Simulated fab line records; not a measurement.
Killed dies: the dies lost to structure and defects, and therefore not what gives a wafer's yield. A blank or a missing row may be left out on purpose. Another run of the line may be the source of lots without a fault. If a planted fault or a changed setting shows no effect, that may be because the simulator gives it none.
Comparing a struck lot with a sound one || flow sfqLine || 42 steps out of a route of 325
Sound: these wafers, L729.1, L729.2, L729.4. Struck: wafers L732.2, L732.6. (L732.3 of the same lot was not struck and is left out.) The cause comes at the end.
Order at every step that has rows: each side's tool, ch and its chambers, its first start. Under that, the readings that differ: sound wafers || struck wafers || difference of the means || sigmas: that difference in standard deviations of wafers without a fault.
alike: same words and numbers on both sides, and readings whose means sit less than 2 such deviations apart. not compared: any withheld reading, any reading some wafer has no value for, any bound like >300 that may hide the same value, and any number with overlapping values for which the record gives no deviation.
The two part at a step that has a row with sigmas, a row that says differs or no value, or rows on one side only. Numbers that don't overlap but have no deviation are shown without sigmas and don't part them. A reading that every wafer of one side lacks parts them only if that side has two wafers or more.

first, 6 steps without rows for these wafers: SFQ_TRILAYER_M2_LITHO_COAT_062 (resist thk 62 nm); SFQ_TRILAYER_M2_LITHO_COAT_057 (resist thk 600 nm); SFQ_TRILAYER_M2_LITHO_SOFTBAKE_061; SFQ_TRILAYER_M2_LITHO_EXPOSE_058 (exposes mask M2, target cd 500 nm); SFQ_TRILAYER_M2_LITHO_PEB_060 (peb time 60 s); SFQ_TRILAYER_M2_LITHO_DEVELOP_059 (time 60 s).
SFQ_M2_OVL_MEAS_916:
  sound on overlay-02, day 35 19:16; struck on overlay-01, day 37 11:50
  alike: M2_OVL
then, 5 steps without rows for these wafers: SFQ_TRILAYER_M2_BARC_OPEN_METAL_ETCH_077 (etches BARC in O2, target depth 125 nm, time 41.7 s); SFQ_TRILAYER_M2_ETCH_METAL_ETCH_060 (etches Nb in Cl2/Ar, stops on SiO2, target depth 240 nm, time 120 s); SFQ_TRILAYER_M2_STRIP_STRIP_061 (strips in O2); SFQ_TRILAYER_M2_STRIP_SOLV_CLEAN_062 (cleans in NMP, time 600 s); SFQ_TRILAYER_I2_DEP_PECVD_063 (deposits SiO2 from SiH4/N2O, time 111.11 s, target thk 500 nm).
SFQ_TRILAYER_I2_CMP_CMP_064: polishes SiO2.
  sound on cmp-02 ch 0,2,3, day 35 20:20; struck on cmp-02 ch 3, day 37 13:05
{"reading": "timeToEndpointS (s)", "sound": "217 221 216", "struck": "284 277", "difference": "+62", "sigmas": "+9"}
{"reading": "model.SiO2_of_TRILAYER_I2_DEP_PECVD_063.thkNm (nm)", "sound": "201.2 201.3 201.8", "struck": "308.6 305.7", "difference": "+105.7", "sigmas": ""}
  alike: motorCurrentA
SFQ_I2_BOW_MEAS_917:
  sound on filmMetro-01, day 35 23:20; struck on filmMetro-04, day 37 16:06
  alike: I2_BOW
SFQ_TRILAYER_I2_METRO_MEASURE_065:
  sound on filmMetro-01, day 35 23:27; struck on filmMetro-04, day 37 16:24
{"reading": "thkNm (nm)", "sound": "201.4 201.3 201.7", "struck": "308.6 305.6", "difference": "+105.6", "sigmas": "+99 or more"}
then, 6 steps without rows for these wafers: SFQ_TRILAYER_I2_VIA_LITHO_COAT_072 (resist thk 62 nm); SFQ_TRILAYER_I2_VIA_LITHO_COAT_067 (resist thk 650 nm); SFQ_TRILAYER_I2_VIA_LITHO_SOFTBAKE_071; SFQ_TRILAYER_I2_VIA_LITHO_EXPOSE_068 (exposes mask I2, target cd 500 nm); SFQ_TRILAYER_I2_VIA_LITHO_PEB_070 (peb time 60 s); SFQ_TRILAYER_I2_VIA_LITHO_DEVELOP_069 (time 60 s).
-- the record jumps here: 6 days lie between the struck wafers' starts before and after --
SFQ_I2_OVL_MEAS_918:
  sound on overlay-01, day 42 05:29; struck on overlay-02, day 43 23:05
{"reading": "I2_OVL (nm)", "sound": "-12 -13 -18", "struck": "-1 -2", "difference": "+13", "sigmas": "+3"}
SFQ_TRILAYER_I2_VIA_BARC_OPEN_VIA_ETCH_096: etches BARC in O2, target depth 125 nm, time 41.7 s.
  sound on rieDiel-02 ch 1,2,3, day 42 05:31; struck on rieDiel-04 ch 0, day 43 23:07
  alike: drypumpMotorCurrentA, oesProductAu
  not compared: rfHoursCounterH
SFQ_TRILAYER_I2_VIA_ETCH_VIA_ETCH_070: etches SiO2 in CHF3, stops on Nb, target depth 260 nm.
  sound on rieDiel-02 ch 1,2,3, day 42 05:34; struck on rieDiel-04 ch 0, day 43 23:10
{"reading": "oesProductAu (a.u.)", "sound": "0.858 0.858 0.860", "struck": "1.000 0.988", "difference": "+0.135", "sigmas": "+26"}
{"reading": "model.I2.featureDepthNm (nm)", "sound": "201.2 201.3 201.8", "struck": "259.6 258.7", "difference": "+57.7", "sigmas": ""}
{"reading": "model.etch.depthNm (nm)", "sound": "201.2 201.3 201.8", "struck": "259.6 258.7", "difference": "+57.7", "sigmas": ""}
  alike: drypumpMotorCurrentA
SFQ_TRILAYER_I2_VIA_STRIP_STRIP_071: strips in O2.
  sound on rieMetal-02 ch 0,1, day 42 05:40; struck on rieMetal-04 ch 0,1, day 43 23:16
  alike: drypumpMotorCurrentA, oesProductAu, platenTempC
  not compared: rfHoursCounterH
then, 1 step without rows for these wafers: SFQ_TRILAYER_I2_VIA_STRIP_SOLV_CLEAN_072 (cleans in NMP, time 600 s).
SFQ_TRILAYER_M3_DEP_PRE_CLEAN_074: time 22.5 s.
  sound on pvdSputter-06, day 42 06:27; struck on pvdSputter-06, day 44 00:03
{"reading": "model.SiO2_of_TRILAYER_I2_DEP_PECVD_063.thkNm (nm)", "sound": "193.7 193.8 194.3", "struck": "301.1 298.2", "difference": "+105.7", "sigmas": ""}
SFQ_TRILAYER_M3_DEP_SPUTTER_073: material Nb, target thk 200 nm, time 133.3 s.
  sound on pvdSputter-06, day 42 06:29; struck on pvdSputter-06, day 44 00:05
  alike: throttleValvePct
SFQ_M3_RS_MEAS_919: measurement is done with a four-point probe.
  sound on filmMetro-03, day 42 06:34; struck on filmMetro-02, day 44 00:11
  alike: M3_NB_RS
then, 6 steps without rows for these wafers: SFQ_TRILAYER_M3_LITHO_COAT_080 (resist thk 62 nm); SFQ_TRILAYER_M3_LITHO_COAT_075 (resist thk 600 nm); SFQ_TRILAYER_M3_LITHO_SOFTBAKE_079; SFQ_TRILAYER_M3_LITHO_EXPOSE_076 (exposes mask M3, target cd 500 nm); SFQ_TRILAYER_M3_LITHO_PEB_078 (peb time 60 s); SFQ_TRILAYER_M3_LITHO_DEVELOP_077 (time 60 s).
-- the record jumps here: 6 days lie between the struck wafers' starts before and after --
SFQ_M3_OVL_MEAS_921:
  sound on overlay-02, day 48 13:37; struck on overlay-01, day 50 06:41
  alike: M3_OVL
then, 1 step without rows for these wafers: SFQ_TRILAYER_M3_BARC_OPEN_METAL_ETCH_100 (etches BARC in O2, target depth 125 nm, time 41.7 s).
SFQ_TRILAYER_M3_ETCH_METAL_ETCH_078: etches Nb in Cl2/Ar, stops on SiO2, target depth 240 nm, time 120 s.
  sound on rieMetal-01 ch 0,1, day 48 13:43; struck on rieMetal-04 ch 1, day 50 06:46
{"reading": "drypumpMotorCurrentA (A)", "sound": "5.6 5.4 5.6", "struck": "6.6 6.6", "difference": "+1.1", "sigmas": "+2"}
  alike: oesProductAu
  not compared: rfHoursCounterH
SFQ_TRILAYER_M3_STRIP_STRIP_079: strips in O2.
  sound on rieMetal-01 ch 0,1, day 48 13:50; struck on rieMetal-04 ch 1, day 50 06:54
{"reading": "drypumpMotorCurrentA (A)", "sound": "5.6 5.4 5.6", "struck": "6.7 6.7", "difference": "+1.2", "sigmas": "+3"}
  alike: oesProductAu, platenTempC
  not compared: rfHoursCounterH
then, 2 steps without rows for these wafers: SFQ_TRILAYER_M3_STRIP_SOLV_CLEAN_080 (cleans in NMP, time 600 s); SFQ_TRILAYER_I3_DEP_PECVD_081 (deposits SiO2 from SiH4/N2O, time 111.11 s, target thk 500 nm).
-- the record jumps here: 39 days lie between the struck wafers' starts before and after --
SFQ_M8_BOW_MEAS_951:
  sound on filmMetro-02, day 85 00:06; struck on filmMetro-02, day 89 16:38
{"reading": "M8_BOW (um)", "sound": "12 13 5", "struck": "-12 -6", "difference": -19, "sigmas": -2}
{"reading": "model.etest.i2.linkOhm", "sound": "1.99 1.992 1.992", "struck": "1e+06 1e+06", "difference": "+1e+06", "sigmas": ""}

WHERE THEY PART
Last at SFQ_M8_BOW_MEAS_951 as far as this record goes, first at SFQ_TRILAYER_I2_CMP_CMP_064.

WHY: whatever the simulator had introduced
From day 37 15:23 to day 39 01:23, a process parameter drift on cmp-02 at SFQ_TRILAYER_I2_CMP_CMP_064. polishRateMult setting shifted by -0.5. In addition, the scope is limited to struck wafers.
